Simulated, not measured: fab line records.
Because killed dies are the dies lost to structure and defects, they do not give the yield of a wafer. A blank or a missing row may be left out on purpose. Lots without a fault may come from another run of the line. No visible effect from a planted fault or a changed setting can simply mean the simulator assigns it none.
What tool caused it? ; flow sky130 ; 42 wafers from 14 lots sampled at 2 of the route's 708 steps

== WHAT THE GAUGES READ, wafer by wafer ==
No reading from a measuring or inspecting step in the record can be judged against a usual standard deviation.

== TOOL THAT RAN EACH LOT (tool first, then ch and the chambers of the sampled wafers, then the start) ==
lot;SKY_METAL3_COAT_08;SKY_METAL3_STRIP_19
L511;litho track-01 ch 0, day 38 06:00;plasma asher-04 ch 0,1, day 38 20:02
L513;litho track-02 ch 0, day 38 20:00;plasma asher-02 ch 0,1, day 39 08:44
L515;litho track-01 ch 0, day 40 06:00;plasma asher-02 ch 0,1, day 40 19:05
L516;litho track-01 ch 0, day 40 18:00;plasma asher-04 ch 0,1, day 41 06:36
L517;litho track-02 ch 0, day 40 21:00;plasma asher-04 ch 1, day 41 10:20
L518;litho track-04 ch 0, day 41 01:00;plasma asher-01 ch 0,1, day 41 13:44
L521;litho track-01 ch 0, day 41 15:00;plasma asher-04 ch 0,1, day 42 04:05
L519;litho track-04 ch 0, day 41 17:00;plasma asher-02 ch 1, day 42 05:44
L520;litho track-02 ch 0, day 41 18:00;plasma asher-04 ch 0,1, day 42 07:06
L522;litho track-02 ch 0, day 41 23:00;plasma asher-04 ch 0,1, day 42 12:29
L523;litho track-04 ch 0, day 42 03:00;plasma asher-04 ch 1, day 42 15:11
L524;litho track-02 ch 0, day 42 12:00;plasma asher-01 ch 0,1, day 43 00:17
L529;litho track-01 ch 0, day 43 16:00;plasma asher-02 ch 0,1, day 44 04:43
L531;litho track-01 ch 0, day 44 10:00;plasma asher-04 ch 0,1, day 44 21:00
- SKY_METAL3_COAT_08: resist thk 1140 nm.
- SKY_METAL3_STRIP_19: strips in O2/N2.

== AS READ BY THE TOOLS THEMSELVES (means over the sampled wafers that have a number; for cases with no such wafer, the mark the record gives instead) ==
SKY_METAL3_STRIP_19.
lot;tool;drypump motor current A (A);oes product au (a.u.);strip time to endpoint s (s)
L511;plasma asher-04;5.5;0.509;6.60
L513;plasma asher-02;6.3;0.502;6.56
L515;plasma asher-02;6.0;0.498;6.55
L516;plasma asher-04;5.8;0.505;6.59
L517;plasma asher-04;5.2;0.504;6.54
L518;plasma asher-01;5.8;0.508;6.61
L521;plasma asher-04;5.5;0.494;6.43
L519;plasma asher-02;5.8;0.501;6.56
L520;plasma asher-04;5.7;0.506;6.55
L522;plasma asher-04;5.4;0.515;6.85
L523;plasma asher-04;5.2;0.494;6.42
L524;plasma asher-01;5.8;0.515;6.88
L529;plasma asher-02;6.0;0.497;6.42
L531;plasma asher-04;5.7;0.506;6.57

== THE ANSWER, worked out from the rows above alone ==
Rule: usual is defined by the lots themselves. Put in order of their means at a reading, lots are off if they are a third of the lots or fewer, leave a main group of 4 or more, and stand apart from it by a gap of 3 or more times the standard deviation of the main group's means; of several such gaps the widest counts. Not used: any main group whose means are identical at the precision the tables above print for the reading. A lot without any number at a reading at which 4 lots or more have one is off too. Where the step has rows for the other lots, those lots are counted as sound. Order of review: gauges by route order, followed by the tools' own readings, for which a lot's mean as printed above is used. At the first step where some lot is off, the reading lying furthest off is the one used; lots without a number count as furthest.
Off, at SKY_METAL3_STRIP_19 on strip time to endpoint s: L522, L524. For the main group the mean is 6.53 s and the standard deviation 0.067.
If a tool, at that step or one of the process steps before it, ran each lot that is off and ran no sound lot following the first of them, it fits. One fits: litho track-02 at SKY_METAL3_COAT_08. Its last sound lot is L520 (day 41 18:00), its first lot that is off L522 (day 41 23:00): a fault that began between those two fits.

== WHAT HAD BEEN PUT IN BY THE SIMULATOR ==
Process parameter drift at SKY_METAL3_COAT_08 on litho track-02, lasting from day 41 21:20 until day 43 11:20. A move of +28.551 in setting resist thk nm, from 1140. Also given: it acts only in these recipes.
Shown lots that were struck: L522, L524. The same result came from the rule above.
